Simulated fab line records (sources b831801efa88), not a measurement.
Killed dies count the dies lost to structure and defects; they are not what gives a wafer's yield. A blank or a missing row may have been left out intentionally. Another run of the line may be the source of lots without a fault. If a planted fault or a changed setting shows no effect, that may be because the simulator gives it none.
Comparing a struck lot with a sound one || flow gf180mcu || 13 steps out of a route of 602
Sound: these wafers, L542.1, L542.3, L542.6. Struck: wafers L548.2, L548.4, L548.6. The cause comes at the end.
Per side, at each step with rows, come the tool, then ch with its chambers, and then its first start. Under that, the readings that differ: sound wafers || struck wafers || difference of the means || sigmas: that difference in standard deviations of wafers without a fault.
alike: words and numbers the same on both sides, and readings whose means are apart by under 2 such deviations; not compared: readings that were withheld, readings missing a value for some wafer, numbers with overlapping values and no deviation given by the record, and bounds like >300 which may hide the same value.
The two part at a step that has a row with sigmas, a row that says differs or no value, or rows on one side only. When numbers do not overlap yet have no deviation, they are printed without sigmas and do not part them. Lack of a reading on every wafer of one side parts them only where that side has two or more wafers.

GF_V1_CD_MEAS_14: the cd target is 260 nm.
  sound on cd-sem-02 at day 21 03:25; struck on cd-sem-01 at day 23 06:47
{"reading": "cd-nm (nm)", "sound": "257.4 258.2 258.4", "struck": "261.2 261.1 260.5", "difference": "+2.9", "sigmas": "+2"}
GF_V1_OVL_MEAS_15:
  sound on overlay-02 at day 21 03:32; struck on overlay-01 at day 23 06:53
  alike: V1_OVL
GF_V1_ETCH_16: etches BARC in N2/H2.
  sound on rie-diel-04 ch 0,1, day 21 03:34; struck on rie-diel-03 ch 0,2, day 23 06:55
  alike: drypump-motor-current-A, oes-product-au, throttle-valve-pct
GF_V1_ETCH_17: etches SiO2 in C4F8/O2/Ar, stops on TiN, target depth 630 nm.
  sound: rie-diel-04 ch 0,1; struck: rie-diel-03 ch 0,2
  alike: oes-product-au
then, 3 steps without rows for these wafers: GF_V1_STRIP_18 (strips in O2/N2); GF_V1_STRIP_19 (strips in post etch residue remover, time 1200 s); GF_V1_CLEAN_20 (cleans in DIW).
GF_V1_SPUTTER_21: material Ti, target thk 15 nm, time 80.02 s.
  sound on pvd-sputter-02 at day 21 04:14; struck on pvd-sputter-02 at day 23 07:37
  alike: throttle-valve-pct
GF_V1_SPUTTER_22: material TiN, target thk 10 nm, time 40 s.
  sound on pvd-sputter-02 at day 21 04:17; struck on pvd-sputter-02 at day 23 07:40
  alike: throttle-valve-pct
GF_V1_CVD_23: deposits W, target thk 350 nm, time 105.05 s.
  sound on cvd-w-02 ch 1, day 21 04:20; struck on cvd-w-02 ch 1, day 23 07:43
  alike: heater-power-w
  not compared: since-wet-clean-h
GF_V1_RS_MEAS_24: measurement is done with a four-point probe.
  sound on film-metro-01 at day 21 04:26; struck on film-metro-03 at day 23 07:50
  alike: V1_W_RS
GF_V1_THK_MEAS_25: measures by xrf.
  sound on film-metro-01 at day 21 04:34; struck on film-metro-03 at day 23 07:57
  alike: V1_W_THK
GF_V1_CMP_26: polishes, stops on SiO2, t overpolish 15 s, target thk 0 nm.
  sound on cmp-01 ch 1,2, day 21 04:37; struck on cmp-01 ch 0,1,3, day 23 08:03
  no value came back on the struck wafers for any of 5 readings (edge-zone-pressure-frac, head-pressure-psi (psi) and others); on the sound wafers edge-zone-pressure-frac reads 0.996 1.004 1.000
{"reading": "model.W_of_V1_CVD_23.thk-nm (nm)", "sound": "0 0 0", "struck": "349.7 353.4 351.4", "difference": "+351.5", "sigmas": ""}
{"reading": "model.SiO2_of_V1_CVD_02.thk-nm (nm)", "sound": "629.1 629.8 628.4", "struck": "631.8 631.8 632.8", "difference": "+3.0", "sigmas": ""}

## WHERE THEY PART
First at GF_V1_CD_MEAS_14; last, within this record, at GF_V1_CMP_26.

WHY: the cause the simulator had injected
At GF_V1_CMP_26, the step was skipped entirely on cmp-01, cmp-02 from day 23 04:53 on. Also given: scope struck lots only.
